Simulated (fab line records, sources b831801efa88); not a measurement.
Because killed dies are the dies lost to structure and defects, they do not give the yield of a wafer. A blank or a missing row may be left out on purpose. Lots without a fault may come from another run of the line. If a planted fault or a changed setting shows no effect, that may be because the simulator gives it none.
Which tool is to blame? / flow gf180mcu / route of 602 steps, sampled at 1 step: 7 lots, 21 wafers

== WHAT EACH GAUGE READ, for each wafer ==
GF_V5_THK_MEAS_25: measures by xrf.
lot=L607; measured=day 27 15:30; on=film-metro-01; V5_W_THK (nm)=367 374 374
lot=L609; measured=day 28 00:22; on=film-metro-02; V5_W_THK (nm)=355 365 356
lot=L615; measured=day 30 09:23; on=film-metro-01; V5_W_THK (nm)=365 378 369
lot=L620; measured=day 31 20:07; on=film-metro-03; V5_W_THK (nm)=374 372 373
lot=L625; measured=day 32 11:19; on=film-metro-02; V5_W_THK (nm)=370 366 357
lot=L627; measured=day 33 03:12; on=film-metro-02; V5_W_THK (nm)=360 357 354
lot=L629; measured=day 33 11:40; on=film-metro-03; V5_W_THK (nm)=367 362 365

== WHICH TOOL RAN EACH LOT (tool, then ch and the chambers of the sampled wafers, then the start) ==
No process step before these readings appears in the record.

== THE ANSWER, worked out from the rows above alone ==
Rule: usual is defined by the lots themselves. The widest of any qualifying gaps counts: lots, ordered by their means at a reading, are off when they make up no more than a third of the lots, leave a main group of 4 or more, and stand apart from it by 3 or more times the standard deviation of that group's means. If all means in a main group match to the digits the tables above print for the reading, that group is not used. Also off: a lot with no number at a reading for which 4 or more lots have one. The other lots that the step has rows for count as sound.
Across all readings shown, no lot is off: no conclusion can be drawn from this.

== WHAT HAD BEEN PUT IN BY THE SIMULATOR ==
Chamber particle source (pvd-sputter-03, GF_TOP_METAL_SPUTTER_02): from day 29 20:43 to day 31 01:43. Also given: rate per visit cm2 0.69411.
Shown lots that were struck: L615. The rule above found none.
